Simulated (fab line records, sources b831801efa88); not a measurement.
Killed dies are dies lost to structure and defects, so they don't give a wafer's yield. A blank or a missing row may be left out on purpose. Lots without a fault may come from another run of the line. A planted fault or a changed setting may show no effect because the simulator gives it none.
One fault seen from 2 desks | flow sky130 | each desk has only its own numbers; what lay behind them comes last

THE TOOL OWNER'S DESK: pvd_sputter-03
The tool's own readings at SKY_METAL5_SPUTTER_04 (material TiN, target thk 70 nm, time 58.3 s): means of the sampled wafers that have a number, for each lot that ran on this tool. A lot is out of limits, marked OUT, if its mean lies more than 4 standard deviations from the usual mean; the brackets give that distance.
Columns: A = throttle_valve_pct at SKY_METAL5_SPUTTER_04, usual 29.7 %
lot  | first seen here | A
L834 | day 44 05:02    | 31.1
L845 | day 46 17:08    | 30.1
L848 | day 47 16:34    | 30.3
This desk's finding: nothing out of limits on any of the 3 lots.

THE METROLOGY DESK
What the gauges read, lot by lot, whatever tool the lot ran on: means of the sampled wafers that have a number. A lot is out of limits, marked OUT, if its mean lies more than 4 standard deviations from the usual mean; the brackets give that distance.
Columns: A = VIA4_W_RS at SKY_VIA4_RS_MEAS_19, usual 0.225 ohm/sq; B = VIA4_W_THK at SKY_VIA4_THK_MEAS_20, usual 491 nm; C = METAL5_ALCU_RS at SKY_METAL5_RS_MEAS_05, usual 0.0269 ohm/sq; D = METAL5_ALCU_THK at SKY_METAL5_THK_MEAS_06, usual 1152 nm; E = PASSIVATION_CVD_00_THK at SKY_PASSIVATION_THK_MEAS_01, usual 90.1 nm; F = PASSIVATION_CVD_02_THK at SKY_PASSIVATION_THK_MEAS_03, usual 544 nm
lot  | first seen here | A     | B   | C      | D    | E    | F
L834 | day 44 04:26    | 0.225 | 490 | 0.0268 | 1157 | 88.8 | 543
L836 | day 44 19:43    | 0.225 | 492 | 0.0271 | 1141 | 89.8 | 552
L841 | day 46 03:19    | 0.228 | 485 | 0.0273 | 1125 | 89.8 | 542
L845 | day 46 16:32    | 0.229 | 480 | 0.0264 | 1165 | 91.4 | 544
L848 | day 47 14:43    | 0.229 | 479 | 0.0267 | 1159 | 88.6 | 549
L850 | day 48 03:09    | 0.222 | 491 | 0.0271 | 1158 | 89.2 | 545
This desk's finding: nothing out of limits on any of the 6 lots.

PUT TOGETHER
The tool owner's desk saw nothing out of limits.
The metrology desk saw nothing out of limits.

WHAT THE SIMULATOR HAD PUT IN
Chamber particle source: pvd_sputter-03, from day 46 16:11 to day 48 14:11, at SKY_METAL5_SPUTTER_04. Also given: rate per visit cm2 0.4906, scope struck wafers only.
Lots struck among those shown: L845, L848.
